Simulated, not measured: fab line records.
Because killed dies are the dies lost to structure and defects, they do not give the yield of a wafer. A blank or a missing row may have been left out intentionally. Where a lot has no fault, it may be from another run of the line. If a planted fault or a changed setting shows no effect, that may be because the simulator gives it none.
What tool caused it? + flow sky130 + Sampling: 14 lots, 42 wafers, 5 of 708 route steps

## WHAT THE GAUGES READ, wafer by wafer
SKY_SPACER_THK_MEAS_01. Usual: SPACER_CVD_00_THK gives 43.0 nm (standard deviation 0.49).
| lot  | measured     | on            | SPACER_CVD_00_THK (nm) | flag |
|------|--------------|---------------|------------------------|------|
| L429 | day 22 21:43 | film_metro-03 | 43.4 43.3 43.7         |      |
| L430 | day 23 07:21 | film_metro-02 | 43.7 43.6 43.3         |      |
| L431 | day 23 09:47 | film_metro-01 | 44.0 43.9 43.9         |      |
| L434 | day 25 06:46 | film_metro-03 | 43.2 43.4 43.2         |      |
| L435 | day 25 06:46 | film_metro-02 | 42.9 43.8 43.5         |      |
| L436 | day 25 18:28 | film_metro-03 | 42.3 42.5 42.3         |      |
| L437 | day 26 14:04 | film_metro-03 | 42.9 42.9 42.9         |      |
| L440 | day 27 01:53 | film_metro-01 | 43.2 42.8 42.9         |      |
| L443 | day 28 19:58 | film_metro-01 | 42.8 43.3 43.2         |      |
| L444 | day 28 23:35 | film_metro-02 | 43.5 43.1 43.4         |      |
| L445 | day 29 01:08 | film_metro-01 | 42.9 42.4 43.1         |      |
| L446 | day 29 03:24 | film_metro-03 | 42.6 42.4 42.8         |      |
| L449 | day 29 17:59 | film_metro-03 | 43.1 42.8 43.1         |      |
| L452 | day 30 21:47 | film_metro-03 | 42.8 43.0 42.8         |      |

SKY_SD_P_CD_MEAS_07: target cd 380 nm. Usual: 379.7 nm for cd_nm, sd 2.2.
| lot  | measured     | on        | cd_nm (nm)        | flag |
|------|--------------|-----------|-------------------|------|
| L429 | day 25 10:19 | cd_sem-02 | 378.8 380.6 378.2 |      |
| L430 | day 25 17:49 | cd_sem-01 | 383.4 384.0 383.1 |      |
| L431 | day 25 20:26 | cd_sem-02 | 384.6 385.3 382.9 |      |
| L434 | day 27 16:17 | cd_sem-01 | 378.1 381.5 379.2 |      |
| L435 | day 27 16:37 | cd_sem-02 | 379.2 376.4 376.0 |      |
| L436 | day 28 03:44 | cd_sem-02 | 382.2 380.9 382.8 |      |
| L437 | day 28 23:46 | cd_sem-01 | 379.9 382.8 380.4 |      |
| L440 | day 29 10:00 | cd_sem-01 | 379.9 379.6 380.4 |      |
| L443 | day 31 02:31 | cd_sem-02 | 383.0 380.2 380.1 |      |
| L444 | day 31 07:23 | cd_sem-02 | 459.7 460.5 462.4 | OFF  |
| L445 | day 31 09:17 | cd_sem-02 | 461.0 460.1 460.8 | OFF  |
| L446 | day 31 10:46 | cd_sem-01 | 378.5 380.5 381.7 |      |
| L449 | day 32 01:32 | cd_sem-02 | 382.4 381.5 382.2 |      |
| L452 | day 33 04:26 | cd_sem-01 | 374.5 377.0 377.5 |      |

## EACH LOT AND THE TOOL THAT RAN IT (in order: tool; ch and the chambers of the sampled wafers; start)
| lot  | SKY_LDD_LDN_STRIP_12                 | SKY_POLY_CUT_STRIP_12                | SKY_SD_P_COAT_02                  |
|------|--------------------------------------|--------------------------------------|-----------------------------------|
| L429 | plasma_asher-03 ch 0,1, day 22 20:17 | plasma_asher-04 ch 0,1, day 24 04:53 | litho_track-03 ch 0, day 24 19:35 |
| L430 | plasma_asher-03 ch 0,1, day 23 05:55 | plasma_asher-01 ch 1, day 24 12:50   | litho_track-03 ch 0, day 25 03:46 |
| L431 | plasma_asher-03 ch 0,1, day 23 08:22 | plasma_asher-01 ch 1, day 24 15:38   | litho_track-04 ch 0, day 25 05:58 |
| L434 | plasma_asher-03 ch 0,1, day 25 04:29 | plasma_asher-03 ch 0,1, day 26 12:04 | litho_track-02 ch 0, day 27 01:27 |
| L435 | plasma_asher-02 ch 0,1, day 25 04:31 | plasma_asher-04 ch 0,1, day 26 12:17 | litho_track-03 ch 0, day 27 01:43 |
| L436 | plasma_asher-02 ch 0, day 25 16:07   | plasma_asher-04 ch 0, day 26 23:20   | litho_track-04 ch 0, day 27 13:44 |
| L437 | plasma_asher-01 ch 1, day 26 10:47   | plasma_asher-01 ch 0,1, day 27 19:31 | litho_track-02 ch 0, day 28 09:37 |
| L440 | plasma_asher-02 ch 0,1, day 27 00:28 | plasma_asher-04 ch 0,1, day 28 06:44 | litho_track-04 ch 0, day 28 20:46 |
| L443 | plasma_asher-02 ch 0,1, day 28 18:32 | plasma_asher-01 ch 0,1, day 29 23:26 | litho_track-03 ch 0, day 30 12:46 |
| L444 | plasma_asher-02 ch 0,1, day 28 20:46 | plasma_asher-01 ch 0,1, day 30 03:35 | litho_track-04 ch 0, day 30 17:11 |
| L445 | plasma_asher-03 ch 1, day 28 23:43   | plasma_asher-01 ch 0,1, day 30 05:56 | litho_track-04 ch 0, day 30 19:28 |
| L446 | plasma_asher-01 ch 0, day 29 00:58   | plasma_asher-01 ch 0,1, day 30 07:26 | litho_track-03 ch 0, day 30 21:04 |
| L449 | plasma_asher-01 ch 0,1, day 29 16:34 | plasma_asher-04 ch 0,1, day 30 22:02 | litho_track-02 ch 0, day 31 11:24 |
| L452 | plasma_asher-03 ch 0,1, day 30 19:50 | plasma_asher-01 ch 0,1, day 32 01:55 | litho_track-03 ch 0, day 32 15:02 |
- SKY_LDD_LDN_STRIP_12: strips in O2/N2.
- SKY_POLY_CUT_STRIP_12: strips in O2/N2.
- SKY_SD_P_COAT_02: resist thk 1140 nm.

## WHAT THE TOOLS THEMSELVES READ (means of the sampled wafers that have a number; where no wafer has one, the mark that the record gives instead)
SKY_LDD_LDN_STRIP_12. Usual: drypump_motor_current_A 5.5 A, standard deviation 0.41; n2_flow_sccm 300.0 sccm, standard deviation 0.92; oes_product_au 0.715 a.u., standard deviation 0.0042; strip_time_to_endpoint_s 14.18 s, standard deviation 0.046.
| lot  | tool            | drypump_motor_current_A (A) | n2_flow_sccm (sccm) | oes_product_au (a.u.) | strip_time_to_endpoint_s (s) | flag |
|------|-----------------|-----------------------------|---------------------|-----------------------|------------------------------|------|
| L429 | plasma_asher-03 | 5.9                         | 300.8               | 0.717                 | 14.14                        |      |
| L430 | plasma_asher-03 | 5.9                         | 300.5               | 0.713                 | 14.17                        |      |
| L431 | plasma_asher-03 | 5.8                         | 300.2               | 0.715                 | 14.15                        |      |
| L434 | plasma_asher-03 | 5.9                         | 299.8               | 0.711                 | 14.23                        |      |
| L435 | plasma_asher-02 | 4.9                         | 299.1               | 0.715                 | 14.16                        |      |
| L436 | plasma_asher-02 | 5.0                         | 300.9               | 0.717                 | 14.19                        |      |
| L437 | plasma_asher-01 | 5.8                         | 299.6               | 0.717                 | 14.22                        |      |
| L440 | plasma_asher-02 | 5.0                         | 300.3               | 0.718                 | 14.25                        |      |
| L443 | plasma_asher-02 | 4.9                         | 299.5               | 0.716                 | 14.23                        |      |
| L444 | plasma_asher-02 | 5.0                         | 299.1               | 0.713                 | 14.14                        |      |
| L445 | plasma_asher-03 | 6.0                         | 301.1               | 0.716                 | 14.15                        |      |
| L446 | plasma_asher-01 | 5.3                         | 299.6               | 0.718                 | 14.10                        |      |
| L449 | plasma_asher-01 | 5.6                         | 299.6               | 0.711                 | 14.21                        |      |
| L452 | plasma_asher-03 | 5.9                         | 300.0               | 0.716                 | 14.24                        |      |

SKY_POLY_CUT_STRIP_12. Usual: drypump_motor_current_A 5.5 A, standard deviation 0.37; n2_flow_sccm 299.9 sccm, standard deviation 0.89; oes_product_au 0.452 a.u., standard deviation 0.0048; strip_time_to_endpoint_s 5.365 s, standard deviation 0.02.
| lot  | tool            | drypump_motor_current_A (A) | n2_flow_sccm (sccm) | oes_product_au (a.u.) | strip_time_to_endpoint_s (s) | flag |
|------|-----------------|-----------------------------|---------------------|-----------------------|------------------------------|------|
| L429 | plasma_asher-04 | 5.6                         | 300.1               | 0.452                 | 5.338                        |      |
| L430 | plasma_asher-01 | 5.8                         | 300.7               | 0.452                 | 5.371                        |      |
| L431 | plasma_asher-01 | 5.8                         | 300.7               | 0.451                 | 5.369                        |      |
| L434 | plasma_asher-03 | 5.9                         | 300.1               | 0.450                 | 5.366                        |      |
| L435 | plasma_asher-04 | 5.6                         | 300.0               | 0.453                 | 5.382                        |      |
| L436 | plasma_asher-04 | 5.0                         | 298.2               | 0.449                 | 5.383                        |      |
| L437 | plasma_asher-01 | 5.5                         | 299.0               | 0.457                 | 5.349                        |      |
| L440 | plasma_asher-04 | 5.3                         | 300.1               | 0.454                 | 5.365                        |      |
| L443 | plasma_asher-01 | 5.7                         | 299.8               | 0.451                 | 5.384                        |      |
| L444 | plasma_asher-01 | 5.7                         | 299.9               | 0.454                 | 5.354                        |      |
| L445 | plasma_asher-01 | 5.5                         | 300.6               | 0.449                 | 5.344                        |      |
| L446 | plasma_asher-01 | 5.6                         | 299.6               | 0.446                 | 5.363                        |      |
| L449 | plasma_asher-04 | 5.3                         | 299.5               | 0.453                 | 5.348                        |      |
| L452 | plasma_asher-01 | 5.7                         | 300.5               | 0.452                 | 5.363                        |      |

SKY_SD_P_COAT_02. Usual: 22.99 C for chill_plate_temp_C, sd 0.092.
| lot  | tool           | chill_plate_temp_C (C) | flag |
|------|----------------|------------------------|------|
| L429 | litho_track-03 | 22.96                  |      |
| L430 | litho_track-03 | 23.10                  |      |
| L431 | litho_track-04 | 23.06                  |      |
| L434 | litho_track-02 | 23.04                  |      |
| L435 | litho_track-03 | 22.83                  |      |
| L436 | litho_track-04 | 23.00                  |      |
| L437 | litho_track-02 | 22.96                  |      |
| L440 | litho_track-04 | 23.02                  |      |
| L443 | litho_track-03 | 23.08                  |      |
| L444 | litho_track-04 | 22.93                  |      |
| L445 | litho_track-04 | 22.84                  |      |
| L446 | litho_track-03 | 23.07                  |      |
| L449 | litho_track-02 | 22.86                  |      |
| L452 | litho_track-03 | 22.94                  |      |

## THE ANSWER, worked out from the rows above alone
Rule: a lot counts as off when the mean over its wafers that have a number is more than 3 standard deviations away from the usual mean. A lot without any number at a reading at which 4 lots or more have one is off too. Any other lot the step has rows for is counted as sound. The gauges are gone through in route order, then the tools' own readings, and for those a lot's mean is taken as printed above. At the first step where some lot is off, the reading lying furthest off is the one used; lots without a number count as furthest.
Off, at SKY_SD_P_CD_MEAS_07 on cd_nm: L444, L445.
If a tool, at a process step before that reading, ran all the lots that are off and no sound lot after the first of them, it fits. The gauges at SKY_SD_P_CD_MEAS_07 are tried like those tools. One fits: SKY_SD_P_COAT_02 on litho_track-04. A fault onset in the window from L440 (day 28 20:46, its last sound lot) to L444 (day 30 17:11, its first lot off) fits.

## WHAT HAD BEEN PUT IN BY THE SIMULATOR
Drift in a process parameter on litho_track-04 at SKY_SD_P_COAT_02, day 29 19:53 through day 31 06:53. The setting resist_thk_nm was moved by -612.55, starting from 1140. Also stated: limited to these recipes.
Shown lots that were struck: L444, L445. Same finding as the rule above.
